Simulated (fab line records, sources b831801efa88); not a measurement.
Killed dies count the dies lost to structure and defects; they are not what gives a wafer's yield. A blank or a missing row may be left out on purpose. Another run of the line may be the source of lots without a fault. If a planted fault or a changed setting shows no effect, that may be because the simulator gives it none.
A struck lot beside a sound one + flow sky130 + 17 out of 708 route steps
Sound: these wafers, L767.1, L767.3, L767.6. Struck: wafers L779.2, L779.3, L779.6. The cause is given at the end.
For every step that has rows: the tool of each side, followed by ch and its chambers, followed by its first start. Under that, the readings that differ: sound wafers + struck wafers + difference of the means + sigmas: that difference in standard deviations of wafers without a fault.
alike: readings with means less than 2 such deviations apart, plus words and numbers identical on both sides. not compared: withheld readings, readings lacking a value on some wafer, bounds such as >300 that could conceal the same value, and numbers that have no deviation in the record and whose values overlap.
Wherever a step has rows on one side only, a row that says differs or no value, or a row with sigmas, the two part there. Numbers that have no deviation but don't overlap get no sigmas and don't part them. Lack of a reading on every wafer of one side parts them only where that side has two or more wafers.

SKY_VIA2_CMP_02: polishes SiO2.
  sound on cmp-02 ch 0,2,3, day 37 12:55; struck on cmp-01 ch 0,1,3, day 40 19:29
  alike: motor current A
SKY_VIA2_BOW_MEAS_03:
  sound on film metro-04, day 37 13:10; struck on film metro-04, day 40 19:46
  alike: VIA2_BOW
then, 8 steps without rows for these wafers: SKY_VIA2_DEHYDRATE_04 (time 60 s); SKY_VIA2_HMDS_05 (prime time 60 s); SKY_VIA2_COAT_06 (resist thk 60 nm); SKY_VIA2_COAT_07 (resist thk 450 nm); SKY_VIA2_SOFTBAKE_08 (time 90 s); SKY_VIA2_EXPOSE_09 (exposes mask VIM2, target cd 200 nm); SKY_VIA2_PEB_10; SKY_VIA2_DEVELOP_11 (develop time 60 s).
SKY_VIA2_CD_MEAS_12 targets a cd of 200 nm.
  sound on cd sem-01, day 38 15:10; struck on cd sem-02, day 41 19:59
  alike: cd nm
SKY_VIA2_OVL_MEAS_13:
  sound on overlay-02, day 38 15:17; struck on overlay-02, day 41 20:06
  alike: VIA2_OVL
SKY_VIA2_ETCH_14: etches BARC in N2/H2, stops on SiO2, time 45.9 s, target depth 60 nm.
  sound on rie diel-01 ch 1,2,3, day 38 15:19; struck on rie diel-02 ch 0,1,2, day 41 20:08
  no value came back on the struck wafers for any of 6 readings (bias w (W), chamber pressure mTorr (mTorr) and others); on the sound wafers bias w (W) reads 99.93 100.33 99.87
| reading                                     | sound             | struck            | difference | sigmas |
|---------------------------------------------|-------------------|-------------------|------------|--------|
| model.KrF-thick_of_VIA2_COAT_07.thk nm (nm) | 390.8 390.6 390.9 | 433.7 433.6 434.2 | +43.1      |        |
  not compared: rf hours counter h
SKY_VIA2_ETCH_15: etches SiO2 in C4F8/O2/Ar, stops on TiN, target depth 546 nm, time 84 s.
  sound on rie diel-01 ch 1,2,3, day 38 15:22; struck on rie diel-02 ch 0,1,2, day 41 20:10
| reading                                     | sound             | struck            | difference | sigmas      |
|---------------------------------------------|-------------------|-------------------|------------|-------------|
| oes product au (a.u.)                       | 0.937 0.938 0.946 | 0.371 0.371 0.373 | -0.569     | -99 or more |
| model.KrF-thick_of_VIA2_COAT_07.thk nm (nm) | 284.6 279.5 283.1 | 322.4 323 326.1   | +41.4      |             |
  alike: bias w, chamber pressure mTorr, rf fwd power W
  not compared: rf hours counter h
SKY_VIA2_STRIP_16: strips in O2/N2.
  sound on plasma asher-04 ch 0,1, day 38 15:25; struck on plasma asher-03 ch 0,1, day 41 20:14
| reading                      | sound             | struck            | difference | sigmas |
|------------------------------|-------------------|-------------------|------------|--------|
| oes product au (a.u.)        | 0.399 0.399 0.391 | 0.415 0.416 0.414 | +0.019     | +4     |
| strip time to endpoint s (s) | 4.052 4.002 4.055 | 4.464 4.462 4.494 | +0.437     | +17    |
  alike: drypump motor current A
  not compared: rf hours counter h
then, 1 step without rows for these wafers: SKY_VIA2_STRIP_17 (strips in post etch residue remover, time 1200 s).
-- the record jumps here: 8 days lie between the struck wafers' starts before and after (it left off in module VIA2 and takes up again in module PAD_OPEN, whose first step shown is number 708 of the route) --
SKY_PAD_OPEN_PROBE_99:
  record: rows for the struck wafers here (prober-02, day 49 21:54), none for the sound ones

## WHERE THEY PART
Earliest at SKY_VIA2_ETCH_14; latest, in this record, at SKY_PAD_OPEN_PROBE_99.

WHY: what the simulator had put in
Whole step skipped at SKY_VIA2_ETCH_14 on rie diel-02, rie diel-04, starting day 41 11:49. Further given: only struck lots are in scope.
